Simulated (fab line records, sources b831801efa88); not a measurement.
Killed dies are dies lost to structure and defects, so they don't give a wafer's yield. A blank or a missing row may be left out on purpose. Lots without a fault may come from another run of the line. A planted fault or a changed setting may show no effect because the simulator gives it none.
Chamber matching | flow sky130 | SKY_CONTACT_CMP_04 on cmp-01: 4 sister chambers
The step polishes SiO2. 8 wafers are shown with their chamber, then 7 later ones without.

WAFERS WITH THEIR CHAMBER
wafer  | chamber | motor_current_A (A) | time_to_endpoint_s (s)
L619.2 | 1       | 11.4                | 77
L619.4 | 3       | 15.6                | 83
L619.6 | 0       | 10.5                | 79
L631.4 | 1       | 11.5                | 81
L631.5 | 2       | 13.9                | 77
L631.6 | 3       | 14.8                | 82
L628.2 | 0       | 11.6                | 87
L628.4 | 2       | 14.3                | 80

WAFERS WITHOUT THEIR CHAMBER
wafer  | motor_current_A (A) | time_to_endpoint_s (s)
L628.5 | 10.9                | 81
L632.2 | 14.6                | 84
L632.3 | 11.2                | 87
L632.4 | 13.6                | 80
L635.1 | 13.8                | 80
L635.4 | 14.1                | 86
L635.5 | 14.0                | 84

WHICH CHAMBER EACH WENT THROUGH
wafer  | from the rows above     | in truth
L628.5 | can't be placed: 0 or 1 | 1
L632.2 | can't be placed: 3 or 2 | 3
L632.3 | can't be placed: 0 or 1 | 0
L632.4 | 2                       | 2
L635.1 | 2                       | 2
L635.4 | can't be placed: 2 or 3 | 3
L635.5 | can't be placed: 2 or 3 | 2
Placed correctly: 2 of 7. Can't be placed from these rows: 5 (the true chamber is among the candidates in 5). Placed wrongly: 0.
How it was worked out, from the rows above alone: a wafer's distance from a chamber is the root of the sum, over the readings, of the square of ((its reading less the chamber's mean) divided by the reading's scatter). The wafer belongs to the nearest chamber; if the next one is less than 2 further off, it can't be placed. A chamber's mean is the mean of its shown wafers. The scatter: the root of (the sum of the squares of (reading less its chamber's mean) over the shown wafers, divided by (wafers less chambers)).
